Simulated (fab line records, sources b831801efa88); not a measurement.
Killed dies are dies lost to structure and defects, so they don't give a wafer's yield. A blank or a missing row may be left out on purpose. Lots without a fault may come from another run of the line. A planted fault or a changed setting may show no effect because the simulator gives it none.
Which tool did it? | flow gf180mcu | 6 lots, 18 wafers sampled, at 3 steps of a route of 602

WHAT THE GAUGES READ, wafer by wafer
GF_SAB_THK_MEAS_01.
lot  | measured     | on            | SAB_CVD_00_THK (nm)
L135 | day 15 01:37 | film_metro-04 | 50.4 48.6 50.7
L138 | day 16 00:44 | film_metro-03 | 49.1 48.8 50.4
L140 | day 16 19:10 | film_metro-04 | 49.0 50.4 49.7
L142 | day 17 11:17 | film_metro-02 | 49.1 51.4 50.8
L152 | day 21 01:07 | film_metro-03 | 50.3 49.3 50.4
L155 | day 21 19:41 | film_metro-03 | 49.7 50.7 50.6

WHICH TOOL RAN EACH LOT (tool, then ch and the chambers of the sampled wafers, then the start)
lot  | GF_HV_LDD_ETCHBACK_58              | GF_SAB_CVD_00
L135 | rie_diel-03 ch 0,2,3, day 13 07:14 | pecvd-02 ch 0,2, day 15 01:35
L138 | rie_diel-01 ch 0,1,2, day 14 05:26 | pecvd-03 ch 0,1,2, day 16 00:43
L140 | rie_diel-04 ch 0,2, day 14 21:44   | pecvd-01 ch 0,1,2, day 16 19:09
L142 | rie_diel-03 ch 1,2,3, day 15 13:37 | pecvd-03 ch 0,1,2, day 17 11:15
L152 | rie_diel-04 ch 2,3, day 18 23:26   | pecvd-03 ch 0,1,2, day 21 01:05
L155 | rie_diel-03 ch 1,2,3, day 19 18:35 | pecvd-01 ch 0,1,2, day 21 19:40
- GF_HV_LDD_ETCHBACK_58: etches Si3N4 in CH3F/O2, stops on SiO2, time 100 s, target depth 90 nm.
- GF_SAB_CVD_00: deposits SiO2 from TEOS, target thk 50 nm, time 4.9302 s.

THE ANSWER, worked out from the rows above alone
Rule: what is usual is taken from the lots themselves. Put in order of their means at a reading, lots are off if they are a third of the lots or fewer, leave a main group of 4 or more, and stand apart from it by a gap of 3 or more times the standard deviation of the main group's means; of several such gaps the widest counts. A main group whose means are all the same, to the digits that the tables above print for the reading, isn't used. A lot without any number at a reading at which 4 lots or more have one is off too. The other lots that the step has rows for count as sound.
No lot is off at any reading shown: from this, nothing can be told.

WHAT THE SIMULATOR HAD PUT IN
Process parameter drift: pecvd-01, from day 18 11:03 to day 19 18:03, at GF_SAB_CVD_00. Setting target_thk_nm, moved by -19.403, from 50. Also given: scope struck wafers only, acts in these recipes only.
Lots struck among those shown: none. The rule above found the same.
